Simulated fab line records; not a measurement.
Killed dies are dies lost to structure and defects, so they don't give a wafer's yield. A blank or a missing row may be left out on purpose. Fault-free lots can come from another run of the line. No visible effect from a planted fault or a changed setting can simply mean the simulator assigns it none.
A struck lot beside a sound one + flow sfqLine + 18 steps out of a route of 325
Sound: the wafers L449.2, L449.5, L449.6. Struck: wafers L461.2, L461.5, L461.6. At the end, the cause is stated.
Each step with rows lists, per side, the tool, then ch with its chambers, then its first start. Under that, the readings that differ: sound wafers + struck wafers + difference of the means + sigmas: that difference in standard deviations of wafers without a fault.
alike: words and numbers the same on both sides, and readings whose means are apart by under 2 such deviations; not compared: readings that were withheld, readings missing a value for some wafer, numbers with overlapping values and no deviation given by the record, and bounds like >300 which may hide the same value.
A row with sigmas, a row that says differs or no value, or rows on one side alone: a step with any of these is where the two part. Numbers that have no deviation but don't overlap get no sigmas and don't part them. Lack of a reading on every wafer of one side parts them only where that side has two or more wafers.

first, 1 step without rows for these wafers: SFQ_TRILAYER_JJ_CE_LITHO_DEVELOP_116 (time 60 s).
SFQ_JJ_OVL_MEAS_931:
  sound on overlay-02 at day 51 04:50; struck on overlay-01 at day 56 16:35
| reading     | sound   | struck | difference | sigmas |
|-------------|---------|--------|------------|--------|
| J5_OVL (nm) | -8 -4 4 | 13 7 6 | +11        | +2     |
SFQ_TRILAYER_JJ_CE_METRO_MEASURE_117:
  sound on cdSem-02 at day 51 05:04; struck on cdSem-01 at day 56 16:49
  alike: cdNm
SFQ_TRILAYER_JJ_CE_BARC_OPEN_RIE_150: chemistry O2, target BARC, target depth 240 nm, time 80 s.
  sound on rieMetal-02 ch 0,1, day 51 06:04; struck on rieMetal-02 ch 0,1, day 56 17:49
  alike: drypumpMotorCurrentA, oesProductAu
  not compared: rfHoursCounterH
SFQ_TRILAYER_JJ_CE_ETCH_RIE_118: chemistry SF6, target Nb, stops on Al2O3, time 97.7 s, target depth 170 nm.
  sound on rieMetal-02 ch 0,1, day 51 06:09; struck on rieMetal-02 ch 0,1, day 56 17:55
  alike: drypumpMotorCurrentA, oesProductAu
  not compared: rfHoursCounterH
next, for these wafers, 1 step has no rows: SFQ_TRILAYER_JJ_ANODIZE_ANODIZE_119.
SFQ_TRILAYER_JJ_CE_STRIP_STRIP_120: strips in O2.
  sound on rieMetal-04 ch 0,1, day 51 06:45; struck on rieMetal-02 ch 0,1, day 56 18:31
  alike: drypumpMotorCurrentA, oesProductAu
  not compared: rfHoursCounterH
then, 5 steps without rows for these wafers: SFQ_TRILAYER_JJ_CE_STRIP_SOLV_CLEAN_121 (cleans in NMP, time 600 s); SFQ_TRILAYER_M5_LITHO_COAT_128 (resist thk 62 nm); SFQ_TRILAYER_M5_LITHO_COAT_123 (resist thk 600 nm); SFQ_TRILAYER_M5_LITHO_SOFTBAKE_127; SFQ_TRILAYER_M5_LITHO_EXPOSE_124 (exposes mask M5, target cd 700 nm).
SFQ_TRILAYER_M5_LITHO_PEB_126: peb time 60 s.
  sound on lithoTrack-04 ch 0, day 51 09:40; struck on lithoTrack-03 ch 0, day 56 21:16
then, 1 step without rows for these wafers: SFQ_TRILAYER_M5_LITHO_DEVELOP_125 (time 60 s).
SFQ_M5_OVL_MEAS_932:
  sound on overlay-02 at day 51 09:58; struck on overlay-01 at day 56 21:32
  alike: M5_OVL
SFQ_TRILAYER_M5_BARC_OPEN_METAL_ETCH_161: etches BARC in O2, target depth 125 nm, time 41.7 s.
  sound on rieMetal-03 ch 0, day 51 10:01; struck on rieMetal-03 ch 0,1, day 56 21:34
| reading            | sound             | struck          | difference | sigmas |
|--------------------|-------------------|-----------------|------------|--------|
| model.M5.cdNm (nm) | 700.6 701.2 700.5 | 690.4 690.8 691 | -10.0      |        |
  alike: drypumpMotorCurrentA, oesProductAu
  not compared: rfHoursCounterH
SFQ_TRILAYER_M5_ETCH_METAL_ETCH_126: etches Nb in Cl2/BCl3, stops on SiO2, time 203.2 s, target depth 265 nm.
  sound on rieMetal-03 ch 0, day 51 10:10; struck on rieMetal-03 ch 0,1, day 56 21:38
| reading            | sound           | struck            | difference | sigmas |
|--------------------|-----------------|-------------------|------------|--------|
| model.M5.cdNm (nm) | 699.4 700.3 700 | 689.2 688.9 690.2 | -10.5      |        |
  alike: drypumpMotorCurrentA, oesProductAu
  not compared: rfHoursCounterH
SFQ_TRILAYER_M5_STRIP_STRIP_127: strips in O2.
  sound on rieMetal-03 ch 0, day 51 10:41; struck on rieMetal-03 ch 0,1, day 56 21:50
  alike: drypumpMotorCurrentA, oesProductAu
  not compared: rfHoursCounterH

## WHERE THEY PART
Only at SFQ_JJ_OVL_MEAS_931, within this record. Later steps at which nothing parts them and some readings are alike: SFQ_TRILAYER_JJ_CE_METRO_MEASURE_117, SFQ_TRILAYER_JJ_CE_BARC_OPEN_RIE_150, SFQ_TRILAYER_JJ_CE_ETCH_RIE_118, SFQ_TRILAYER_JJ_CE_STRIP_STRIP_120, SFQ_M5_OVL_MEAS_932, SFQ_TRILAYER_M5_BARC_OPEN_METAL_ETCH_161, SFQ_TRILAYER_M5_ETCH_METAL_ETCH_126, SFQ_TRILAYER_M5_STRIP_STRIP_127.

WHY: what had been put in by the simulator
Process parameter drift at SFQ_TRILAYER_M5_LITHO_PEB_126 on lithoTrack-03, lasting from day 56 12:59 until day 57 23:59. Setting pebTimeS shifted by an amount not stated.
